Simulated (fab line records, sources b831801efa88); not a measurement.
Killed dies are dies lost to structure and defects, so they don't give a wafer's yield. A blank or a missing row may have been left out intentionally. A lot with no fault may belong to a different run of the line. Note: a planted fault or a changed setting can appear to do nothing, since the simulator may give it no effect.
fab line records	flow sky130
record lots=12	wafers=36	last-day=50
route steps=708 shown METAL1@435 VIA4@651 METAL5@664 PASSIVATION@693 PAD_OPEN@708
lots that met no fault: taken from a fault-free run of the same line
start-h: start of the lot's first displayed wafer, in hours after the record's first day	wait-h: time in hours since the lot's previous step	" repeats the value in the row above	L1.1+2: several wafers, shown together as one row	- no value, or no start was given	* or withheld: withheld	< > ~ a bound
route shown NAME@n: NAME is a module with steps in the file, n the number in the route of the first one	usual: the fault-free wafers' mean and standard deviation	same: alike in all rows	chamber/n: place in a boat	sites: readings site by site	_std_site: standard deviation across them	_edge_site: outer sites' mean less inner sites'	radius-mm: for every site, how far away it sits from the centre of the wafer	mask NAME#n: copy n	behind: the last tool/chamber to shape the wafer	hold: the reason the lot was held/the length of the hold in hours/how it ended	device: names the non-switching transistor (n, p or np)	end of line: tests run on the same wafers once the route is complete	for a step that has no rows: nothing shown but its recipe	killed: not the wafer's yield, but the dies lost to structure and defects at the first sort	map: per-die view of a wafer (x killed, . not killed, _ where there is no die)
set.NAME: the setting as run; set.NAME@STEP: as run at that earlier step	model.NAME: the simulator's own value behind a step, which no gauge read
one table for each step of the route and one row for each wafer, over a sample of lots
services: the hour from which a tool's chamber was out of use, counted from the record's first day as start-h (under 0 if before that day), plus the number of hours and why
## steps
# step SKY_METAL1_SPUTTER_01
# recipe material=TiN	target-thk-nm=20	power-w=6500	time-s=16.7	chamber-pressure-pa=0.4
# usual throttle-valve-pct=29.9/0.69
lot.wafer	tool	chamber	start-h	wait-h	throttle-valve-pct
L119.4	pvd-sputter-04	-	736.84	0.0	29.6
L119.5	"	-	"	"	30.4
L119.6	"	-	"	"	30.1
L120.4	pvd-sputter-04	-	745.91	0.0	28.7
L120.5	"	-	"	"	30.2
L120.6	"	-	"	"	30.4
L122.1	pvd-sputter-01	-	763.38	0.0	29.8
L122.3	"	-	"	"	29.3
L122.4	"	-	"	"	31.1
L121.1	pvd-sputter-01	-	764.37	0.0	29.8
L121.4	"	-	"	"	31.1
L121.6	"	-	"	"	30.1
L124.1	pvd-sputter-01	-	783.13	0.0	29.9
L124.2	"	-	"	"	30.8
L124.3	"	-	"	"	29.5
L125.1	pvd-sputter-01	-	786.32	0.0	29.4
L125.4	"	-	"	"	30.2
L125.6	"	-	"	"	30.7
L133.1	pvd-sputter-01	-	847.71	0.0	29.7
L133.2	"	-	"	"	30.8
L133.5	"	-	"	"	29.3
L134.4	pvd-sputter-01	-	850.55	0.0	29.7
L134.5	"	-	"	"	29.4
L134.6	"	-	"	"	30.9
L135.3	pvd-sputter-04	-	866.94	0.0	29.1
L135.4	"	-	"	"	30.1
L135.5	"	-	"	"	28.7
L136.1	pvd-sputter-03	-	867.31	0.0	28.7
L136.2	"	-	"	"	31.0
L136.4	"	-	"	"	30.4
L139.1	pvd-sputter-03	-	891.11	0.0	30.0
L139.2	"	-	"	"	28.4
L139.5	"	-	"	"	30.4
L142.1	pvd-sputter-04	-	925.71	0.0	29.4
L142.2	"	-	"	"	28.6
L142.4	"	-	"	"	30.6
# step SKY_VIA4_ETCH_12
# recipe target=SiO2	chemistry=C4F8/O2/Ar	stop-on=TiN	mask-material=NOVOLAK	source-w=1500	bias-w=1200	pressure-mtorr=40	c4f8-flow-sccm=withheld	O2_flow_sccm=6	Ar_flow_sccm=300	time-s=withheld	target-depth-a=5800
# usual oes-product-au=0.926/0.005
lot.wafer	tool	chamber	start-h	wait-h	oes-product-au
L119.4	rie-diel-03	2	1009.53	0.0	0.928
L119.5	"	1	"	"	0.929
L119.6	"	0	"	"	0.928
L120.4	rie-diel-02	0	1016.62	0.0	0.929
L120.5	"	2	"	"	0.933
L120.6	"	3	"	"	0.929
L122.1	rie-diel-03	3	1032.27	0.0	0.924
L122.3	"	1	"	"	0.928
L122.4	"	0	"	"	0.928
L121.1	rie-diel-01	0	1032.83	0.0	0.933
L121.4	"	3	"	"	0.935
L121.6	"	1	"	"	0.931
L124.1	rie-diel-02	3	1046.29	0.0	0.924
L124.2	"	0	"	"	0.925
L124.3	"	2	"	"	0.930
L125.1	rie-diel-01	0	1050.08	0.0	0.933
L125.4	"	3	"	"	0.928
L125.6	"	2	"	"	0.922
L133.1	rie-diel-02	0	1100.33	0.0	0.922
L133.2	"	3	"	"	0.930
L133.5	"	2	"	"	0.929
L134.4	rie-diel-03	3	1102.69	0.0	0.926
L134.5	"	3	"	"	0.927
L134.6	"	2	"	"	0.933
L135.3	rie-diel-01	3	1112.98	0.0	0.913
L135.4	"	0	"	"	0.932
L135.5	"	1	"	"	0.923
L136.1	rie-diel-02	1	1114.37	0.0	0.924
L136.2	"	3	"	"	0.923
L136.4	"	2	"	"	0.923
L139.1	rie-diel-01	1	1134.34	0.0	0.928
L139.2	"	3	"	"	0.926
L139.5	"	3	"	"	0.925
L142.1	rie-diel-01	3	1159.33	0.0	0.934
L142.2	"	0	"	"	0.923
L142.4	"	2	"	"	0.922
# step SKY_METAL5_SPUTTER_03
# recipe material=Ti	target-thk-nm=5	power-w=3000	time-s=3.3	chamber-pressure-pa=0.4
# usual throttle-valve-pct=30.0/0.87
lot.wafer	tool	chamber	start-h	wait-h	throttle-valve-pct
L119.4	pvd-sputter-04	-	1010.98	0.0	30.3
L119.5	"	-	"	"	30.6
L119.6	"	-	"	"	29.0
L120.4	pvd-sputter-02	-	1018.09	0.0	30.2
L120.5	"	-	"	"	28.2
L120.6	"	-	"	"	30.2
L122.1	pvd-sputter-03	-	1033.76	0.0	31.1
L122.3	"	-	"	"	30.1
L122.4	"	-	"	"	30.6
L121.1	pvd-sputter-04	-	1034.30	0.0	30.2
L121.4	"	-	"	"	28.8
L121.6	"	-	"	"	29.6
L124.1	pvd-sputter-03	-	1047.79	0.0	30.5
L124.2	"	-	"	"	30.0
L124.3	"	-	"	"	31.3
L125.1	pvd-sputter-04	-	1051.57	0.0	30.2
L125.4	"	-	"	"	29.2
L125.6	"	-	"	"	30.4
L133.1	pvd-sputter-03	-	1102.96	0.0	30.1
L133.2	"	-	"	"	28.4
L133.5	"	-	"	"	31.1
L134.4	pvd-sputter-02	-	1104.49	0.0	28.3
L134.5	"	-	"	"	31.9
L134.6	"	-	"	"	30.2
L135.3	pvd-sputter-03	-	1114.78	0.0	28.4
L135.4	"	-	"	"	30.0
L135.5	"	-	"	"	31.2
L136.1	pvd-sputter-04	-	1116.09	0.0	30.3
L136.2	"	-	"	"	30.3
L136.4	"	-	"	"	28.7
L139.1	pvd-sputter-03	-	1135.84	0.0	31.0
L139.2	"	-	"	"	28.8
L139.5	"	-	"	"	31.1
L142.1	pvd-sputter-03	-	1160.99	0.0	30.2
L142.2	"	-	"	"	30.5
L142.4	"	-	"	"	31.1
# step SKY_PASSIVATION_STRIP_12
# recipe chemistry=O2/N2	power-w=1400	pressure-mtorr=1500	platen-temp-c=withheld	overash-fraction=0.7	o2-flow-sccm=3000	n2-flow-sccm=300
# usual drypump-motor-current-A=5.76/0.24	oes-product-au=0.660/0.0042	strip-time-to-endpoint-s=31.53/0.12
# same overash-fraction=0.7
lot.wafer	tool	chamber	start-h	wait-h	drypump-motor-current-A	oes-product-au	rf-hours-counter-h	strip-time-to-endpoint-s
L119.4	plasma-asher-03	1	1057.35	0.1	5.43	0.660	-	31.49
L119.5	"	1	"	"	5.43	0.661	-	31.45
L119.6	"	0	"	"	6.12	0.653	-	31.43
L120.4	plasma-asher-04	1	1064.55	0.0	6.09	0.658	-	31.50
L120.5	"	1	"	"	6.09	0.661	-	31.44
L120.6	"	0	"	"	5.59	0.659	-	31.38
L122.1	plasma-asher-01	1	1079.14	0.1	5.86	0.661	1	31.47
L122.3	"	0	"	"	5.59	0.661	-	31.35
L122.4	"	1	"	"	5.86	0.662	-	31.51
L121.1	plasma-asher-01	0	1079.49	0.1	5.59	0.658	1	31.49
L121.4	"	0	"	"	5.60	0.663	-	31.53
L121.6	"	1	"	"	5.87	0.658	-	31.56
L124.1	plasma-asher-01	0	1091.04	0.1	5.59	0.663	3	31.56
L124.2	"	1	"	"	5.85	0.666	3	31.28
L124.3	"	0	"	"	5.59	0.655	-	31.41
L125.1	plasma-asher-04	0	1095.44	0.1	5.56	0.656	98	31.55
L125.4	"	0	"	"	5.56	0.655	-	31.48
L125.6	"	1	"	"	6.11	0.673	-	31.51
L133.1	plasma-asher-04	1	1143.61	0.1	6.09	0.660	103	31.43
L133.2	"	0	"	"	5.57	0.657	103	31.61
L133.5	"	1	"	"	6.11	0.658	-	31.66
L134.4	plasma-asher-03	1	1144.60	0.1	5.46	0.665	-	31.23
L134.5	"	0	"	"	6.10	0.660	-	31.39
L134.6	"	1	"	"	5.44	0.664	-	31.54
L135.3	plasma-asher-03	0	1153.87	0.1	6.12	0.657	-	31.65
L135.4	"	1	"	"	5.44	0.657	-	31.76
L135.5	"	0	"	"	6.12	0.664	-	31.66
L136.1	plasma-asher-01	0	1155.24	0.1	5.60	0.657	10	31.40
L136.2	"	1	"	"	5.86	0.656	10	31.47
L136.4	"	0	"	"	5.61	0.660	-	31.50
L139.1	plasma-asher-01	1	1173.19	0.1	5.86	0.658	11	31.48
L139.2	"	0	"	"	5.58	0.660	11	31.51
L139.5	"	0	"	"	5.58	0.657	-	31.57
L142.1	plasma-asher-03	1	1193.86	0.1	5.42	0.661	74	31.60
L142.2	"	0	"	"	6.11	0.656	74	31.64
L142.4	"	0	"	"	6.12	0.652	-	31.52
# step SKY_PAD_OPEN_PROBE_99
# usual defect-limited-yield=82.8/2	killed_at_M0_to_M3=43/6.4	killed_at_M4_up=3.1/2	killed-at-contacts=24/5.2	killed-at-front-end=15/4.3	killed-at-other=0.2/0.48	killed-dies=85/9.7	killed-open=47/6.9	killed-short=38/6.7	sort_bin_3_pad_short=0.9/0.48	sort_bin_5_function=10.3/1.6	sort_bin_6_memory=6.1/0.97	sort-n-pass=407/9.7	sort-yield-pct=82.8/2
# same gross-dies=492	killed-at-back-side=0	sort_bin_4_leakage[%]=0	sort_bin_8_speed[%]=0
lot.wafer	tool	chamber	start-h	wait-h	defect-limited-yield[%]	killed_at_M0_to_M3	killed_at_M4_up	killed-at-contacts	killed-at-front-end	killed-at-other	killed-dies	killed-open	killed-short	sort_bin_3_pad_short[%]	sort_bin_5_function[%]	sort_bin_6_memory[%]	sort-n-pass	sort-yield-pct[%]
L119.4	prober-01	-	1081.21	0.2	83.1	40	0	23	20	0	83	41	42	1.8	8.5	6.5	409	83.1
L119.5	prober-01	-	1081.26	0.2	85.4	39	8	15	10	0	72	38	34	0.2	10.0	4.5	420	85.4
L119.6	prober-01	-	1081.31	0.2	83.9	35	4	30	10	0	79	43	36	1.2	10.0	4.9	413	83.9
L120.4	prober-01	-	1088.57	0.2	82.5	44	3	30	9	0	86	49	37	0.2	11.0	6.3	406	82.5
L120.5	prober-01	-	1088.62	0.2	81.1	49	2	25	17	0	93	48	45	0.8	12.2	5.9	399	81.1
L120.6	prober-01	-	1088.67	0.2	81.1	47	6	23	16	1	93	50	43	0.2	11.8	6.9	399	81.1
L122.1	prober-02	-	1103.51	0.1	85.6	33	1	22	15	0	71	45	26	0.6	8.5	5.3	421	85.6
L122.3	prober-02	-	1103.61	0.2	87.2	33	1	13	16	0	63	31	32	0.8	7.3	4.7	429	87.2
L122.4	prober-02	-	1103.66	0.2	79.1	47	3	37	15	1	103	52	51	2.4	11.8	6.7	389	79.1
L121.1	prober-01	-	1103.90	0.1	80.5	53	5	27	10	1	96	57	39	1.6	11.8	6.1	396	80.5
L121.4	prober-01	-	1104.05	0.2	83.1	43	2	24	14	0	83	44	39	0.8	10.8	5.3	409	83.1
L121.6	prober-01	-	1104.15	0.2	78.3	54	2	35	15	1	107	61	46	1.2	14.2	6.3	385	78.3
L124.1	prober-01	-	1113.49	0.1	83.5	50	0	23	8	0	81	55	26	1.2	11.2	4.1	411	83.5
L124.2	prober-01	-	1113.54	0.1	83.9	38	5	23	13	0	79	46	33	1.0	9.1	5.9	413	83.9
L124.3	prober-01	-	1113.59	0.2	81.9	46	8	25	10	0	89	50	39	0.8	11.2	6.1	403	81.9
L125.1	prober-02	-	1118.64	0.1	81.9	41	2	27	19	0	89	45	44	0.2	11.2	6.7	403	81.9
L125.4	prober-02	-	1118.79	0.2	81.9	44	4	22	19	0	89	49	40	0.6	11.8	5.7	403	81.9
L125.6	prober-02	-	1118.89	0.2	85.6	35	6	17	13	0	71	34	37	0.2	8.9	5.3	421	85.6
L133.1	prober-02	-	1163.83	0.1	83.9	45	4	13	16	1	79	46	33	0.6	10.2	5.3	413	83.9
L133.2	prober-02	-	1163.88	0.1	76.2	81	0	24	12	0	117	46	34	1.8	14.4	7.5	375	76.2
L133.5	prober-02	-	1164.03	0.2	81.5	47	5	15	24	0	91	53	38	1.4	10.4	6.7	401	81.5
L134.4	prober-01	-	1165.69	0.2	77.6	61	2	29	17	1	110	56	54	2.0	13.0	7.3	382	77.6
L134.5	prober-01	-	1165.74	0.2	85.4	34	0	20	18	0	72	40	32	0.6	7.1	6.9	420	85.4
L134.6	prober-01	-	1165.79	0.2	76.0	75	3	22	18	0	118	58	29	1.6	15.4	6.9	374	76.0
L135.3	prober-02	-	1174.68	0.2	83.9	35	5	31	8	0	79	42	37	1.2	10.8	4.1	413	83.9
L135.4	prober-02	-	1174.73	0.2	82.1	36	3	30	19	0	88	48	40	0.4	10.4	7.1	404	82.1
L135.5	prober-02	-	1174.78	0.2	84.6	39	3	26	8	0	76	45	31	0.6	8.3	6.5	416	84.6
L136.1	prober-01	-	1175.30	0.1	82.9	46	2	21	15	0	84	45	39	1.6	7.3	8.1	408	82.9
L136.2	prober-01	-	1175.35	0.1	84.1	35	5	21	17	0	78	46	32	0.6	10.0	5.3	414	84.1
L136.4	prober-01	-	1175.45	0.2	82.3	43	2	31	11	0	87	44	43	0.6	10.4	6.7	405	82.3
L139.1	prober-02	-	1192.05	0.1	86.4	35	6	13	13	0	67	40	27	0.6	8.1	4.9	425	86.4
L139.2	prober-02	-	1192.10	0.1	82.3	54	1	23	9	0	87	55	32	1.0	9.6	7.1	405	82.3
L139.5	prober-02	-	1192.25	0.2	85.4	35	2	20	15	0	72	39	33	0.8	9.1	4.7	420	85.4
L142.1	prober-02	-	1211.56	0.1	87.0	35	3	16	10	0	64	35	29	0.2	8.1	4.7	428	87.0
L142.2	prober-02	-	1211.61	0.1	83.5	41	1	26	13	0	81	50	31	1.6	8.1	6.7	411	83.5
L142.4	prober-02	-	1211.71	0.2	82.7	41	1	32	11	0	85	50	35	1.2	8.9	7.1	407	82.7
# killed by level:class
L119.4 LOCAL_INTERCONNECT:geometric-particle:short=8 METAL1:geometric-particle:short=8 LI_CONTACT:geometric-particle:open=7 VIA2:geometric-particle:open=7 FIELD_ISO:geometric-particle:open=5 POLY_GATE:geometric-particle:short=5 VIA1:geometric-particle:open=5 VIA3:geometric-particle:open=5
L119.5 VIA1:geometric-particle:open=9 VIA1:geometric-particle:short=7 METAL4:geometric-particle:short=6 VIA3:geometric-particle:open=5 VIA2:geometric-particle:open=5 FIELD_ISO:geometric-particle:open=4 CONTACT:geometric-particle:open=4 LI_CONTACT:geometric-particle:short=3
L119.6 VIA1:geometric-particle:open=11 CONTACT:geometric-particle:open=7 LI_CONTACT:geometric-particle:open=6 LOCAL_INTERCONNECT:geometric-particle:short=6 POLY_GATE:geometric-particle:open=5 LI_CONTACT:geometric-particle:short=5 CONTACT:geometric-particle:short=5 METAL2:geometric-particle:short=4
L120.4 VIA1:geometric-particle:open=10 LI_CONTACT:geometric-particle:open=9 CONTACT:geometric-particle:open=9 VIA2:geometric-particle:open=9 CONTACT:geometric-particle:short=8 METAL2:geometric-particle:short=7 VIA3:geometric-particle:open=5 POLY_GATE:geometric-particle:short=4
L120.5 VIA1:geometric-particle:open=14 CONTACT:geometric-particle:open=11 VIA3:geometric-particle:open=9 METAL2:geometric-particle:short=6 VIA3:geometric-particle:short=6 POLY_CUT:geometric-particle:short=5 CONTACT:geometric-particle:short=5 FIELD_ISO:geometric-particle:open=4
L120.6 VIA1:geometric-particle:open=13 CONTACT:geometric-particle:open=8 VIA1:geometric-particle:short=7 POLY_GATE:geometric-particle:short=5 CONTACT:geometric-particle:short=5 LI_CONTACT:geometric-particle:open=5 VIA2:geometric-particle:open=5 POLY_GATE:geometric-particle:open=4
L122.1 VIA1:geometric-particle:open=13 FIELD_ISO:geometric-particle:short=7 VIA2:geometric-particle:open=7 LI_CONTACT:geometric-particle:open=6 CONTACT:geometric-particle:open=6 CONTACT:geometric-particle:short=5 FIELD_ISO:geometric-particle:open=4 LOCAL_INTERCONNECT:geometric-particle:short=3
L122.3 VIA1:geometric-particle:open=7 VIA1:geometric-particle:short=6 FIELD_ISO:geometric-particle:short=5 SPACER:geometric-particle:short=5 VIA2:geometric-particle:open=5 LI_CONTACT:geometric-particle:open=4 METAL1:geometric-particle:short=4 VIA3:geometric-particle:open=4
L122.4 CONTACT:geometric-particle:open=10 LI_CONTACT:geometric-particle:open=8 VIA2:geometric-particle:open=8 VIA1:geometric-particle:open=7 LI_CONTACT:geometric-particle:short=7 VIA3:geometric-particle:open=7 CONTACT:geometric-particle:short=6 VIA3:geometric-particle:short=6
L121.1 VIA1:geometric-particle:open=16 CONTACT:geometric-particle:open=14 METAL2:geometric-particle:short=11 VIA3:geometric-particle:open=7 VIA2:geometric-particle:open=7 CONTACT:geometric-particle:short=6 LI_CONTACT:geometric-particle:open=5 POLY_GATE:geometric-particle:open=4
L121.4 VIA1:geometric-particle:open=10 CONTACT:geometric-particle:open=7 LI_CONTACT:geometric-particle:open=6 VIA1:geometric-particle:short=6 FIELD_ISO:geometric-particle:open=5 CONTACT:geometric-particle:short=5 VIA2:geometric-particle:open=5 LI_CONTACT:geometric-particle:short=4
L121.6 LI_CONTACT:geometric-particle:open=13 VIA1:geometric-particle:open=11 CONTACT:geometric-particle:open=9 VIA2:geometric-particle:open=9 VIA3:geometric-particle:open=9 POLY_GATE:geometric-particle:open=6 CONTACT:geometric-particle:short=6 LOCAL_INTERCONNECT:geometric-particle:short=5
L124.1 VIA1:geometric-particle:open=19 CONTACT:geometric-particle:open=11 VIA3:geometric-particle:open=8 VIA3:geometric-particle:short=6 LI_CONTACT:geometric-particle:open=5 METAL2:geometric-particle:short=5 POLY_GATE:geometric-particle:open=4 LI_CONTACT:geometric-particle:short=4
L124.2 CONTACT:geometric-particle:open=9 VIA1:geometric-particle:open=9 METAL1:geometric-particle:short=7 LI_CONTACT:geometric-particle:open=6 CONTACT:geometric-particle:short=6 VIA2:geometric-particle:open=5 POLY_GATE:geometric-particle:short=4 VIA3:geometric-particle:open=4
L124.3 VIA1:geometric-particle:open=11 CONTACT:geometric-particle:open=10 VIA2:geometric-particle:short=8 LI_CONTACT:geometric-particle:open=7 VIA3:geometric-particle:open=6 METAL4:geometric-particle:short=6 VIA2:geometric-particle:open=5 METAL1:geometric-particle:short=5
L125.1 CONTACT:geometric-particle:open=15 VIA1:geometric-particle:open=9 METAL1:geometric-particle:short=7 FIELD_ISO:geometric-particle:short=6 VIA1:geometric-particle:short=6 FIELD_ISO:geometric-particle:open=5 LOCAL_INTERCONNECT:geometric-particle:short=5 METAL2:geometric-particle:short=5
L125.4 VIA3:geometric-particle:open=9 CONTACT:geometric-particle:open=9 POLY_GATE:geometric-particle:open=7 LI_CONTACT:geometric-particle:open=7 POLY_GATE:geometric-particle:short=6 VIA1:geometric-particle:open=6 METAL2:geometric-particle:short=5 VIA2:geometric-particle:open=5
L125.6 CONTACT:geometric-particle:open=8 VIA1:geometric-particle:open=7 VIA3:geometric-particle:open=6 VIA2:geometric-particle:open=5 METAL4:geometric-particle:short=5 CONTACT:geometric-particle:short=4 VIA1:geometric-particle:short=4 FIELD_ISO:geometric-particle:short=3
L133.1 VIA2:geometric-particle:open=10 VIA3:geometric-particle:open=7 METAL2:geometric-particle:short=6 FIELD_ISO:geometric-particle:short=5 POLY_GATE:geometric-particle:open=5 LI_CONTACT:geometric-particle:open=4 SPACER:geometric-particle:open=4 CONTACT:geometric-particle:open=4
L133.2 METAL1:unspecified=37 VIA1:geometric-particle:open=10 VIA2:geometric-particle:open=10 CONTACT:geometric-particle:open=8 LI_CONTACT:geometric-particle:open=6 METAL1:geometric-particle:short=6 LI_CONTACT:geometric-particle:short=4 CONTACT:geometric-particle:short=4
L133.5 VIA3:geometric-particle:open=10 VIA2:geometric-particle:open=10 VIA1:geometric-particle:open=8 FIELD_ISO:geometric-particle:open=6 METAL1:geometric-particle:short=6 FIELD_ISO:geometric-particle:short=5 POLY_GATE:geometric-particle:open=4 LI_CONTACT:geometric-particle:open=4
L134.4 VIA3:geometric-particle:open=11 VIA1:geometric-particle:open=11 LOCAL_INTERCONNECT:geometric-particle:short=9 VIA3:geometric-particle:short=8 CONTACT:geometric-particle:open=7 METAL3:geometric-particle:short=6 CONTACT:geometric-particle:short=6 FIELD_ISO:geometric-particle:open=5
L134.5 VIA1:geometric-particle:open=8 LI_CONTACT:geometric-particle:open=7 FIELD_ISO:geometric-particle:open=6 POLY_GATE:geometric-particle:short=6 METAL2:geometric-particle:short=6 METAL2:geometric-particle:open=5 LOCAL_INTERCONNECT:geometric-particle:short=4 CONTACT:geometric-particle:open=4
L134.6 METAL1:unspecified=31 VIA1:geometric-particle:open=14 CONTACT:geometric-particle:open=10 VIA2:geometric-particle:open=9 LI_CONTACT:geometric-particle:open=7 VIA3:geometric-particle:open=7 FIELD_ISO:geometric-particle:short=6 FIELD_ISO:geometric-particle:open=4
L135.3 CONTACT:geometric-particle:open=10 LOCAL_INTERCONNECT:geometric-particle:short=9 VIA3:geometric-particle:open=8 LI_CONTACT:geometric-particle:open=6 METAL2:geometric-particle:short=5 VIA1:geometric-particle:open=5 VIA2:geometric-particle:open=5 VIA3:geometric-particle:short=4
L135.4 CONTACT:geometric-particle:open=10 VIA1:geometric-particle:open=10 VIA3:geometric-particle:open=8 LI_CONTACT:geometric-particle:open=7 FIELD_ISO:geometric-particle:short=6 LOCAL_INTERCONNECT:geometric-particle:short=5 CONTACT:geometric-particle:short=5 FIELD_ISO:geometric-particle:open=4
L135.5 CONTACT:geometric-particle:open=11 VIA1:geometric-particle:open=9 LI_CONTACT:geometric-particle:open=7 METAL2:geometric-particle:short=5 VIA2:geometric-particle:open=5 LI_CONTACT:geometric-particle:short=4 METAL1:geometric-particle:short=4 VIA3:geometric-particle:open=4
L136.1 VIA1:geometric-particle:open=8 VIA3:geometric-particle:open=7 POLY_GATE:geometric-particle:open=7 VIA1:geometric-particle:short=6 VIA2:geometric-particle:open=5 CONTACT:geometric-particle:short=5 CONTACT:geometric-particle:open=5 METAL2:geometric-particle:short=5
L136.2 CONTACT:geometric-particle:open=8 VIA3:geometric-particle:open=7 VIA1:geometric-particle:open=6 FIELD_ISO:geometric-particle:open=5 LI_CONTACT:geometric-particle:open=5 VIA2:geometric-particle:open=5 METAL4:geometric-particle:short=5 POLY_GATE:geometric-particle:open=4
L136.4 CONTACT:geometric-particle:open=13 VIA2:geometric-particle:open=11 CONTACT:geometric-particle:short=8 LI_CONTACT:geometric-particle:open=5 VIA1:geometric-particle:open=5 VIA2:geometric-particle:short=5 VIA3:geometric-particle:open=5 METAL3:geometric-particle:short=4
L139.1 VIA1:geometric-particle:open=10 FIELD_ISO:geometric-particle:open=5 LI_CONTACT:geometric-particle:open=5 CONTACT:geometric-particle:open=4 VIA1:geometric-particle:short=4 METAL2:geometric-particle:short=4 VIA3:geometric-particle:open=4 METAL3:geometric-particle:short=3
L139.2 VIA1:geometric-particle:open=10 VIA2:geometric-particle:open=10 VIA3:geometric-particle:open=8 METAL1:geometric-particle:short=6 METAL2:geometric-particle:short=6 LI_CONTACT:geometric-particle:open=5 CONTACT:geometric-particle:open=5 CONTACT:geometric-particle:short=5
L139.5 CONTACT:geometric-particle:open=9 FIELD_ISO:geometric-particle:open=6 VIA3:geometric-particle:open=5 POLY_GATE:geometric-particle:open=5 VIA2:geometric-particle:open=5 VIA2:geometric-particle:short=5 LOCAL_INTERCONNECT:geometric-particle:short=4 METAL1:geometric-particle:short=4
L142.1 VIA1:geometric-particle:open=11 VIA2:geometric-particle:short=8 CONTACT:geometric-particle:open=5 LI_CONTACT:geometric-particle:short=4 FIELD_ISO:geometric-particle:open=3 CONTACT:geometric-particle:short=3 METAL1:geometric-particle:short=3 VIA2:geometric-particle:open=3
L142.2 CONTACT:geometric-particle:open=12 VIA1:geometric-particle:open=9 LI_CONTACT:geometric-particle:open=6 VIA2:geometric-particle:open=6 METAL1:geometric-particle:short=5 METAL2:geometric-particle:short=4 FIELD_ISO:geometric-particle:open=4 VIA3:geometric-particle:open=4
L142.4 CONTACT:geometric-particle:open=15 LI_CONTACT:geometric-particle:open=8 VIA3:geometric-particle:open=8 METAL2:geometric-particle:short=7 CONTACT:geometric-particle:short=5 METAL1:geometric-particle:short=5 VIA1:geometric-particle:open=5 VIA2:geometric-particle:open=5
## services
tool	chamber	start-h	hours	kind
rie-diel-01	2	713.40	5.1	repair
rie-diel-02	0	728.19	11.0	repair
pvd-sputter-03	-	730.85	57.0	repair
rie-diel-02	1	755.70	6.8	repair
rie-diel-01	2	760.30	4.1	repair
pvd-sputter-01	-	765.12	3.5	repair
plasma-asher-03	-	770.87	0.3	repair
rie-diel-01	2	794.17	1.7	repair
plasma-asher-01	-	810.23	2.2	repair
rie-diel-01	3	844.14	13.8	repair
pvd-sputter-03	-	844.64	3.2	repair
pvd-sputter-04	-	846.22	5.2	repair
plasma-asher-01	-	851.62	15.6	pm
rie-diel-01	1	877.12	2.7	repair
pvd-sputter-01	-	879.24	2.2	repair
pvd-sputter-04	-	905.25	12.4	repair
rie-diel-01	3	961.16	3.8	repair
pvd-sputter-03	-	997.27	1.2	repair
pvd-sputter-01	-	1000.03	7.2	repair
rie-diel-01	-	1014.01	15.6	pm
plasma-asher-01	-	1055.25	9.0	pm
pvd-sputter-04	-	1072.02	5.4	repair
rie-diel-01	2	1091.95	6.3	repair
rie-diel-01	3	1116.30	7.2	repair
## key
first-sign step=SKY_PAD_OPEN_PROBE_99	reading=killed_at_M0_to_M3	direction=up	sigmas=5.5	usual=43	struck=78
effect step=SKY_PAD_OPEN_PROBE_99	reading=sort-n-pass	direction=down	sigmas=3.4	usual=407	struck=374
met-at SKY_METAL1_SPUTTER_01
struck-lots L133,L134
struck-wafers L133.2,L134.6
not-acting-at SKY_VIA4_ETCH_12,SKY_METAL5_SPUTTER_03,SKY_PASSIVATION_STRIP_12
onset-between 786.32 847.71
fault kind=chamber-particle-source	tool=pvd-sputter-01	chamber=-	onset-h=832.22	steps=SKY_METAL1_SPUTTER_01	rate-per-visit-cm2=0.47833	end-h=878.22	scope=struck-wafers-only
